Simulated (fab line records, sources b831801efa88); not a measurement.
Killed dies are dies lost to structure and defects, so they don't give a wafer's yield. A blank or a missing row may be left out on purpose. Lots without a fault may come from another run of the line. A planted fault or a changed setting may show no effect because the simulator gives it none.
A struck lot beside a sound one | flow sky130 | 22 steps out of a route of 708
Sound: wafers L356.1, L356.2, L356.3. Struck: wafers L363.1, L363.3, L363.5. The cause comes at the end.
At each step with rows: each side's tool, then ch and its chambers, then its first start. Under that, the readings that differ: sound wafers | struck wafers | difference of the means | sigmas: that difference in standard deviations of wafers without a fault.
alike: readings whose means differ by less than 2 such deviations, and words and numbers that are the same on both sides. not compared: withheld readings, readings that some wafer has no value for, bounds like >300 that may hide the same value, and numbers for which the record gives no deviation and whose values overlap.
The two part at a step that has a row with sigmas, a row that says differs or no value, or rows on one side only. Numbers that don't overlap but have no deviation are shown without sigmas and don't part them. A reading that every wafer of one side lacks parts them only if that side has two wafers or more.

SKY_VIA4_RS_MEAS_19: measures by four-point-probe.
  sound on film_metro-01, day 43 18:27; struck on film_metro-03, day 45 09:30
  alike: VIA4_W_RS
SKY_VIA4_THK_MEAS_20: measures by xrf.
  sound on film_metro-01, day 43 18:34; struck on film_metro-03, day 45 09:37
  alike: VIA4_W_THK
SKY_VIA4_CMP_21: polishes, stops on SiO2, t overpolish 25 s, target thk 0 nm.
  sound on cmp-01 ch 1,2,3, day 43 18:41; struck on cmp-01 ch 1,2,3, day 45 09:41
  alike: motor_current_A, overpolish_run_s, time_to_endpoint_s
SKY_METAL5_SPUTTER_00: material Ti, target thk 15 nm, time 10 s.
  sound on pvd_sputter-01, day 43 18:56; struck on pvd_sputter-01, day 45 09:59
  alike: throttle_valve_pct
SKY_METAL5_SPUTTER_01: material TiN, target thk 20 nm, time 16.7 s.
  sound on pvd_sputter-01, day 43 18:57; struck on pvd_sputter-01, day 45 10:00
  alike: throttle_valve_pct
SKY_METAL5_SPUTTER_02: material AlCu, target thk 1150 nm, time 61.2 s.
  sound on pvd_sputter-01, day 43 18:59; struck on pvd_sputter-01, day 45 10:02
  alike: throttle_valve_pct
then, 1 step without rows for these wafers: SKY_METAL5_SPUTTER_03 (material Ti, target thk 5 nm, time 3.3 s).
SKY_METAL5_SPUTTER_04: material TiN, target thk 70 nm, time 58.3 s.
  sound on pvd_sputter-01, day 43 19:03; struck on pvd_sputter-01, day 45 10:07
  alike: throttle_valve_pct
SKY_METAL5_RS_MEAS_05: measures by four-point-probe.
  sound on film_metro-04, day 43 19:06; struck on film_metro-02, day 45 10:10
  alike: METAL5_ALCU_RS
SKY_METAL5_THK_MEAS_06: measures by xrf.
  sound on film_metro-04, day 43 19:13; struck on film_metro-02, day 45 10:17
  alike: METAL5_ALCU_THK
then, 2 steps without rows for these wafers: SKY_METAL5_DEHYDRATE_07 (time 60 s); SKY_METAL5_HMDS_08 (prime time 60 s).
SKY_METAL5_COAT_09: resist thk 1800 nm.
  sound on litho_track-03 ch 0, day 44 05:43; struck on litho_track-03 ch 0, day 45 19:34
  reading                                     | sound          | struck         | difference | sigmas
  model.NOVOLAK_of_METAL5_COAT_09.thk_nm (nm) | 1801 1799 1802 | 1927 1925 1924 | +125       |
then, 4 steps without rows for these wafers: SKY_METAL5_SOFTBAKE_10 (time 60 s); SKY_METAL5_EXPOSE_11 (exposes mask MM5, target cd 1600 nm); SKY_METAL5_PEB_12; SKY_METAL5_DEVELOP_13 (develop time 60 s).
SKY_METAL5_DESCUM_14: chemistry O2, time 11 s.
  sound on rie_metal-01 ch 0,1, day 44 16:46; struck on rie_metal-04 ch 0,1, day 46 06:16
  reading                 | sound          | struck         | difference | sigmas
  model.METAL5.cd_nm (nm) | 1603 1603 1603 | 1608 1607 1605 | +4         |
  alike: drypump_motor_current_A, oes_product_au, rf_fwd_power_W
  not compared: rf_hours_counter_h
SKY_METAL5_METAL_ETCH_15: etches the open film in Cl2/BCl3, stops on SiO2, target depth 1260 nm, time 252 s.
  sound on rie_metal-01 ch 0,1, day 44 16:48; struck on rie_metal-04 ch 0,1, day 46 06:19
  reading                                     | sound          | struck         | difference | sigmas
  model.NOVOLAK_of_METAL5_COAT_09.thk_nm (nm) | 1025 1040 1035 | 1173 1183 1190 | +149       |
  model.METAL5.cd_nm (nm)                     | 1601 1607 1601 | 1612 1610 1609 | +7         |
  alike: drypump_motor_current_A, oes_product_au, rf_fwd_power_W, throttle_valve_pct
  not compared: rf_hours_counter_h
SKY_METAL5_STRIP_16: strips in O2/N2.
  sound on plasma_asher-03 ch 0,1, day 44 17:02; struck on plasma_asher-03 ch 0,1, day 46 06:32
  reading                      | sound             | struck            | difference | sigmas
  strip_time_to_endpoint_s (s) | 12.95 13.12 13.07 | 14.64 14.74 14.84 | +1.69      | +13
  alike: drypump_motor_current_A, n2_flow_sccm, o2_flow_sccm, oes_product_au
  not compared: rf_hours_counter_h
then, 1 step without rows for these wafers: SKY_METAL5_STRIP_17 (strips in post etch residue remover, time 1200 s).
SKY_PAD_OPEN_PROBE_99:
  sound on prober-01, day 46 14:28; struck on prober-02, day 48 02:35
  alike: defect_limited_yield, killed_at_M0_to_M3, killed_at_M4_up, killed_at_contacts, killed_at_front_end, killed_at_other, killed_dies, killed_on_rim, killed_open, killed_short, sort_bin_3_pad_short, sort_bin_5_function, sort_bin_6_memory, sort_n_pass, sort_yield_pct
  not compared: model.etest.met5.width_nm

WHERE THEY PART
Only at SKY_METAL5_STRIP_16, within this record. Later steps at which nothing parts them and some readings are alike: SKY_PAD_OPEN_PROBE_99.

WHY: what the simulator had put in
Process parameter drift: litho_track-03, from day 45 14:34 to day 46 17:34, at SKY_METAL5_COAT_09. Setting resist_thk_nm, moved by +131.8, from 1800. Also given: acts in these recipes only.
